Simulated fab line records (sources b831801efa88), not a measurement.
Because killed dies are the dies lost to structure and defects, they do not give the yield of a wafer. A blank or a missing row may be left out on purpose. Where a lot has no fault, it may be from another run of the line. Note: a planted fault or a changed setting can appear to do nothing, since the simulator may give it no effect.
Struck lot and sound lot, side by side :: flow sfqLine :: 15 out of 325 route steps
Sound: the wafers L877.1, L877.4, L877.6. Wafers struck: L889.1, L889.3, L889.5. The cause comes at the end.
Per side, at each step with rows, come the tool, then ch with its chambers, and then its first start. Under that, the readings that differ: sound wafers :: struck wafers :: difference of the means :: sigmas: that difference in standard deviations of wafers without a fault.
alike: same words and numbers on both sides, and readings whose means sit less than 2 such deviations apart. not compared: any withheld reading, any reading some wafer has no value for, any bound like >300 that may hide the same value, and any number with overlapping values for which the record gives no deviation.
The two part at a step that has a row with sigmas, a row that says differs or no value, or rows on one side only. Numbers that have no deviation but don't overlap get no sigmas and don't part them. Lack of a reading on every wafer of one side parts them only where that side has two or more wafers.

first, 1 step without rows for these wafers: SFQ_TRILAYER_M2_STRIP_SOLV_CLEAN_062 (cleans in NMP, time 600 s).
SFQ_TRILAYER_I2_DEP_PECVD_063: deposits SiO2 from SiH4/N2O, time 111.11 s, target thk 500 nm.
  sound on pecvd-03 ch 0,1,2, day 20 00:08; struck on pecvd-03 ch 0,1, day 25 01:19
  alike: heaterPowerW, throttleValvePct
SFQ_TRILAYER_I2_CMP_CMP_064: polishes SiO2.
  sound on cmp-02 ch 0,2, day 20 07:01; struck on cmp-01 ch 1,2,3, day 25 06:37
  alike: motorCurrentA, timeToEndpointS
SFQ_I2_BOW_MEAS_917:
  sound on filmMetro-04 at day 20 10:01; struck on filmMetro-04 at day 25 09:37
  alike: I2_BOW
SFQ_TRILAYER_I2_METRO_MEASURE_065:
  sound on filmMetro-04 at day 20 10:08; struck on filmMetro-04 at day 25 09:44
  alike: thkNm
then, 6 steps without rows for these wafers: SFQ_TRILAYER_I2_VIA_LITHO_COAT_072 (resist thk 62 nm); SFQ_TRILAYER_I2_VIA_LITHO_COAT_067 (resist thk 650 nm); SFQ_TRILAYER_I2_VIA_LITHO_SOFTBAKE_071; SFQ_TRILAYER_I2_VIA_LITHO_EXPOSE_068 (exposes mask I2, target cd 500 nm); SFQ_TRILAYER_I2_VIA_LITHO_PEB_070 (peb time 60 s); SFQ_TRILAYER_I2_VIA_LITHO_DEVELOP_069 (time 60 s).
-- the record jumps here: 3 days lie between the struck wafers' starts before and after --
SFQ_I2_OVL_MEAS_918:
  sound on overlay-01 at day 22 21:38; struck on overlay-02 at day 28 00:58
  alike: I2_OVL
SFQ_TRILAYER_I2_VIA_BARC_OPEN_VIA_ETCH_096: etches BARC in O2, target depth 125 nm, time 41.7 s.
  sound on rieDiel-02 ch 0,1,2, day 22 21:41; struck on rieDiel-04 ch 0,1,2, day 28 01:00
reading: oesProductAu (a.u.)
sound: 0.686 0.693 0.680
struck: 0.566 0.558 0.570
difference: -0.122
sigmas: -26

reading: runLengthS (s)
sound: 69.9 70.6 70.1
struck: 97.4 97.6 96.7
difference: +27.0
sigmas: +75

reading: model.KrF_of_TRILAYER_I2_VIA_LITHO_COAT_067.thkNm (nm)
sound: 572 572.6 573.4
struck: 539.1 536.1 536.4
difference: -35.5
sigmas: 
  alike: chamberPressureMTorr, drypumpMotorCurrentA
  not compared: rfHoursCounterH
SFQ_TRILAYER_I2_VIA_ETCH_VIA_ETCH_070: etches SiO2 in CHF3, stops on Nb, target depth 260 nm.
  sound on rieDiel-02 ch 0,1,2, day 22 21:43; struck on rieDiel-04 ch 0,1,2, day 28 01:02
reading: model.KrF_of_TRILAYER_I2_VIA_LITHO_COAT_067.thkNm (nm)
sound: 526.5 528.2 529.1
struck: 494.6 490.3 491.1
difference: -35.9
sigmas: 
  alike: chamberPressureMTorr, drypumpMotorCurrentA, oesProductAu
SFQ_TRILAYER_I2_VIA_STRIP_STRIP_071: strips in O2.
  sound on rieMetal-03 ch 1, day 22 21:50; struck on rieMetal-01 ch 0,1, day 28 01:10
  alike: chamberPressureMTorr, drypumpMotorCurrentA, oesProductAu, platenTempC
  not compared: rfHoursCounterH

WHERE THEY PART
SFQ_TRILAYER_I2_VIA_BARC_OPEN_VIA_ETCH_096 only, going by this record. Later steps at which nothing parts them and some readings are alike: SFQ_TRILAYER_I2_VIA_ETCH_VIA_ETCH_070, SFQ_TRILAYER_I2_VIA_STRIP_STRIP_071.

WHY: what had been put in by the simulator
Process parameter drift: rieDiel-04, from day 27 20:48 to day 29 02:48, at SFQ_TRILAYER_I2_VIA_BARC_OPEN_VIA_ETCH_096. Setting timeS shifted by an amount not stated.
